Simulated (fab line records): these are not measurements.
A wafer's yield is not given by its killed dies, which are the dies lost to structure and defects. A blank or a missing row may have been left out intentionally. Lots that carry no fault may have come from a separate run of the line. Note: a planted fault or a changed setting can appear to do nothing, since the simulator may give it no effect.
What tool caused it?    flow sky130    33 wafers from 11 lots sampled at 6 of the route's 708 steps

## WHAT THE GAUGES READ, wafer by wafer
SKY_LOCAL_INTERCONNECT_RS_MEAS_01: measures by four-point-probe. Usual: for LOCAL_INTERCONNECT_TIN_RS the level is 14.15 ohm/sq and the standard deviation is 0.15.
lot   measured      on             LOCAL_INTERCONNECT_TIN_RS (ohm/sq)  flag
L142  day 29 02:17  film-metro-03  14.11 14.05 14.10                   
L145  day 30 12:32  film-metro-02  14.15 14.35 14.17                   
L148  day 31 20:49  film-metro-03  14.20 14.35 14.37                   
L149  day 31 21:07  film-metro-04  13.92 13.88 13.96                   
L151  day 32 13:53  film-metro-03  14.10 14.12 14.23                   
L154  day 33 14:50  film-metro-04  14.09 14.21 14.21                   
L155  day 33 19:32  film-metro-02  14.38 14.31 14.30                   
L156  day 34 02:35  film-metro-04  14.22 14.30 14.05                   
L162  day 35 20:52  film-metro-03  14.07 14.26 14.50                   
L164  day 36 09:14  film-metro-03  13.80 14.03 13.82                   
L165  day 36 15:14  film-metro-04  14.01 14.31 14.19                   

SKY_METAL1_RS_MEAS_05: measures by four-point-probe. Usual: for METAL1_ALCU_RS the level is 0.1265 ohm/sq and the standard deviation is 0.0017.
lot   measured      on             METAL1_ALCU_RS (ohm/sq)  flag
L142  day 31 13:59  film-metro-03  0.1225 0.1215 0.1213     
L145  day 32 22:28  film-metro-03  0.1283 0.1263 0.1285     
L148  day 34 06:04  film-metro-03  0.1249 0.1236 0.1257     
L149  day 34 07:20  film-metro-03  0.1288 0.1270 0.1282     
L151  day 34 22:10  film-metro-03  0.1280 0.1280 0.1250     
L154  day 35 22:42  film-metro-03  0.1259 0.1191 0.1249     
L155  day 36 03:47  film-metro-03  0.1251 0.1247 0.1240     
L156  day 36 10:24  film-metro-01  0.1183 0.1271 0.1264     
L162  day 38 03:26  film-metro-01  0.1263 0.1267 0.1253     
L164  day 38 15:44  film-metro-02  0.1268 0.1279 0.1238     
L165  day 38 22:11  film-metro-02  0.1259 0.1261 0.1280     

SKY_METAL1_THK_MEAS_06: measures by xrf. Usual: for METAL1_ALCU_THK the level is 247 nm and the standard deviation is 3.8.
lot   measured      on             METAL1_ALCU_THK (nm)  flag
L142  day 31 14:06  film-metro-03  256 258 261           
L145  day 32 22:35  film-metro-03  243 247 243           
L148  day 34 06:11  film-metro-03  251 253 251           
L149  day 34 07:27  film-metro-03  245 247 245           
L151  day 34 22:16  film-metro-03  246 245 251           
L154  day 35 22:49  film-metro-03  247 261 250           
L155  day 36 03:55  film-metro-03  253 255 255           
L156  day 36 10:31  film-metro-01  260 243 243           
L162  day 38 03:33  film-metro-01  246 246 247           
L164  day 38 15:51  film-metro-02  244 244 253           
L165  day 38 22:17  film-metro-02  248 246 244           

## WHICH TOOL RAN EACH LOT (tool, then ch and the chambers of the sampled wafers, then the start)
lot   SKY_CONTACT_SPUTTER_23        SKY_METAL1_SPUTTER_02         SKY_METAL1_SPUTTER_04
L142  pvd-sputter-04, day 31 13:11  pvd-sputter-02, day 31 13:53  pvd-sputter-02, day 31 13:55
L145  pvd-sputter-04, day 32 21:40  pvd-sputter-03, day 32 22:22  pvd-sputter-03, day 32 22:25
L148  pvd-sputter-02, day 34 05:17  pvd-sputter-03, day 34 05:59  pvd-sputter-03, day 34 06:01
L149  pvd-sputter-02, day 34 06:32  pvd-sputter-01, day 34 07:14  pvd-sputter-01, day 34 07:17
L151  pvd-sputter-04, day 34 21:19  pvd-sputter-03, day 34 22:01  pvd-sputter-03, day 34 22:04
L154  pvd-sputter-02, day 35 21:55  pvd-sputter-03, day 35 22:37  pvd-sputter-03, day 35 22:39
L155  pvd-sputter-04, day 36 03:00  pvd-sputter-02, day 36 03:42  pvd-sputter-02, day 36 03:44
L156  pvd-sputter-04, day 36 09:35  pvd-sputter-03, day 36 10:17  pvd-sputter-03, day 36 10:20
L162  pvd-sputter-03, day 38 02:32  pvd-sputter-02, day 38 03:20  pvd-sputter-02, day 38 03:23
L164  pvd-sputter-02, day 38 14:56  pvd-sputter-03, day 38 15:38  pvd-sputter-03, day 38 15:41
L165  pvd-sputter-04, day 38 21:20  pvd-sputter-03, day 38 22:03  pvd-sputter-03, day 38 22:07
- SKY_CONTACT_SPUTTER_23: material TiN, target thk 20 nm, time 80 s.
- SKY_METAL1_SPUTTER_02: material AlCu, target thk 250 nm, time 13.3 s.
- SKY_METAL1_SPUTTER_04: material TiN, target thk 70 nm, time 58.3 s.

## AS READ BY THE TOOLS THEMSELVES (means over the sampled wafers that have a number; for cases with no such wafer, the mark the record gives instead)
SKY_CONTACT_SPUTTER_23. Usual: throttle-valve-pct at 29.8 %, with a standard deviation of 0.87.
lot   tool            throttle-valve-pct (%)  flag
L142  pvd-sputter-04  30.4                    
L145  pvd-sputter-04  30.4                    
L148  pvd-sputter-02  29.7                    
L149  pvd-sputter-02  29.9                    
L151  pvd-sputter-04  29.8                    
L154  pvd-sputter-02  29.2                    
L155  pvd-sputter-04  29.7                    
L156  pvd-sputter-04  29.5                    
L162  pvd-sputter-03  29.8                    
L164  pvd-sputter-02  29.6                    
L165  pvd-sputter-04  30.9                    

SKY_METAL1_SPUTTER_02. Usual: throttle-valve-pct at 29.5 %, with a standard deviation of 1.1.
lot   tool            throttle-valve-pct (%)  flag
L142  pvd-sputter-02  29.0                    
L145  pvd-sputter-03  29.6                    
L148  pvd-sputter-03  29.9                    
L149  pvd-sputter-01  28.9                    
L151  pvd-sputter-03  28.8                    
L154  pvd-sputter-03  28.7                    
L155  pvd-sputter-02  29.1                    
L156  pvd-sputter-03  30.7                    
L162  pvd-sputter-02  29.6                    
L164  pvd-sputter-03  29.8                    
L165  pvd-sputter-03  29.8                    

SKY_METAL1_SPUTTER_04. Usual: throttle-valve-pct at 29.5 %, with a standard deviation of 1.1.
lot   tool            throttle-valve-pct (%)  flag
L142  pvd-sputter-02  29.3                    
L145  pvd-sputter-03  29.8                    
L148  pvd-sputter-03  30.0                    
L149  pvd-sputter-01  28.8                    
L151  pvd-sputter-03  28.8                    
L154  pvd-sputter-03  28.8                    
L155  pvd-sputter-02  29.1                    
L156  pvd-sputter-03  30.9                    
L162  pvd-sputter-02  29.6                    
L164  pvd-sputter-03  29.7                    
L165  pvd-sputter-03  29.8                    

## THE ANSWER, worked out from the rows above alone
Rule: take the mean of a lot's wafers that have a number; if it is more than 3 standard deviations from the usual mean, the lot is off. Also off: a lot with no number at a reading for which 4 or more lots have one. Where the step has rows for the other lots, those lots are counted as sound. First the gauges in route order, then the tools' own readings, where a lot's mean is used as printed above. The first step at which some lot is off is used, and at that step the reading that is off furthest; a lot without a number counts as furthest.
None of the lots is off at any reading shown; this tells nothing.

## WHAT THE SIMULATOR HAD PUT IN
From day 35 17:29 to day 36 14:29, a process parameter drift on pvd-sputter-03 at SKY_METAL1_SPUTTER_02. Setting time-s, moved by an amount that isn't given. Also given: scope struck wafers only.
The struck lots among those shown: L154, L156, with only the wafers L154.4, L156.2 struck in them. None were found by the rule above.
